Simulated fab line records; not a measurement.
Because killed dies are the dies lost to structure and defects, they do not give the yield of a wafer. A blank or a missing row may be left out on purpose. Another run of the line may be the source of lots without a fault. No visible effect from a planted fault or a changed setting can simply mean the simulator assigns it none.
Matching of chambers    flow sky130    SKY_VIA2_CMP_24 on cmp-02 has 4 sister chambers
The step polishes, stops on SiO2, t overpolish 20 s, target thk 0 nm. 14 wafers are shown with their chamber, then 7 later ones without.

## WAFERS, EACH WITH ITS CHAMBER
wafer   chamber  motor current A (A)  time to endpoint s (s)  overpolish run s (s)
L671.1  2        10.3                 105                     19.994
L671.4  3        12.3                 106                     20.002
L671.5  0        10.6                 101                     20.010
L673.1  1        9.9                  101                     19.998
L673.5  3        12.8                 100                     20.001
L673.6  2        10.1                 101                     20.006
L676.1  2        10.8                 105                     19.994
L676.2  0        11.6                 102                     20.001
L676.5  3        12.5                 102                     19.989
L677.1  2        10.3                 106                     20.000
L677.2  1        10.1                 101                     20.003
L677.4  0        11.8                 98                      19.990
L678.3  2        10.0                 102                     20.004
L678.5  0        11.4                 97                      19.992

SIGNATURES, as means of the wafers listed above
reading             chamber 0  chamber 1  chamber 2  chamber 3  scatter within a chamber
motor current A     11.350     10.000     10.300     12.533     0.368
time to endpoint s  99.50      101.00     103.80     102.67     2.33
overpolish run s    19.99825   20.00050   19.99960   19.99733   0.00702
Rule: a wafer's distance from a chamber is the root of the sum, over the readings, of the square of ((its reading less the chamber's mean) divided by the reading's scatter). If the next closest chamber is less than 2 further off than the closest, the wafer can't be placed; otherwise it belongs to the closest. The scatter: the root of (the sum of the squares of (reading less its chamber's mean) over the shown wafers, divided by (wafers less chambers)).

## WAFERS WITHOUT THEIR CHAMBER
wafer   motor current A (A)  time to endpoint s (s)  overpolish run s (s)
L678.6  11.9                 98                      20.011
L686.3  11.3                 105                     20.005
L686.4  10.3                 110                     19.986
L686.6  10.6                 107                     20.003
L692.4  12.2                 96                      20.004
L692.5  10.1                 103                     20.016
L692.6  10.8                 99                      20.010

## EACH ONE'S CHAMBER
wafer   from the rows above                in truth
L678.6  can't be placed: 0 or 3            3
L686.3  can't be placed: 0 or 2 or 3 or 1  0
L686.4  can't be placed: 2 or 1            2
L686.6  can't be placed: 2 or 1            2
L692.4  can't be placed: 0 or 3            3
L692.5  can't be placed: 1 or 2            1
L692.6  can't be placed: 0 or 1 or 2       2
Placed correctly: 0 of 7. Not placeable from these rows: 7 (in 7, the candidates include the true chamber). Placed wrongly: 0.
